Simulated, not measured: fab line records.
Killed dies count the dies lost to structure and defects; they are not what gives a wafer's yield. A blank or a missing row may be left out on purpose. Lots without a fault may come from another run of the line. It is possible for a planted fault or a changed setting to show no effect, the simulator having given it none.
Which tool is to blame?	flow gf180mcu	route of 602 steps, sampled at 1 step: 6 lots, 18 wafers

## WHAT THE GAUGES SHOWED, per wafer
GF_V4_THK_MEAS_03.
lot	measured	on	V4_CVD_02_THK (nm)
L237	day 24 00:01	film-metro-02	847 838 863
L244	day 26 20:51	film-metro-02	849 873 865
L245	day 27 03:55	film-metro-01	837 838 853
L254	day 29 11:32	film-metro-02	857 868 880
L257	day 30 11:10	film-metro-02	844 852 875
L258	day 30 16:13	film-metro-01	851 882 872

## WHAT TOOL EACH LOT RAN ON (gives the tool, then ch and the chambers of the sampled wafers, and finally the start)
No process step before these readings appears in the record.

## THE ANSWER, worked out from the rows above alone
Rule: what is usual is taken from the lots themselves. Put in order of their means at a reading, lots are off if they are a third of the lots or fewer, leave a main group of 4 or more, and stand apart from it by a gap of 3 or more times the standard deviation of the main group's means; of several such gaps the widest counts. Not used: any main group whose means are identical at the precision the tables above print for the reading. Also off: a lot with no number at a reading for which 4 or more lots have one. Where the step has rows for the other lots, those lots are counted as sound.
Nothing can be told from this: no lot is off at any reading shown.

## WHAT THE SIMULATOR PUT IN
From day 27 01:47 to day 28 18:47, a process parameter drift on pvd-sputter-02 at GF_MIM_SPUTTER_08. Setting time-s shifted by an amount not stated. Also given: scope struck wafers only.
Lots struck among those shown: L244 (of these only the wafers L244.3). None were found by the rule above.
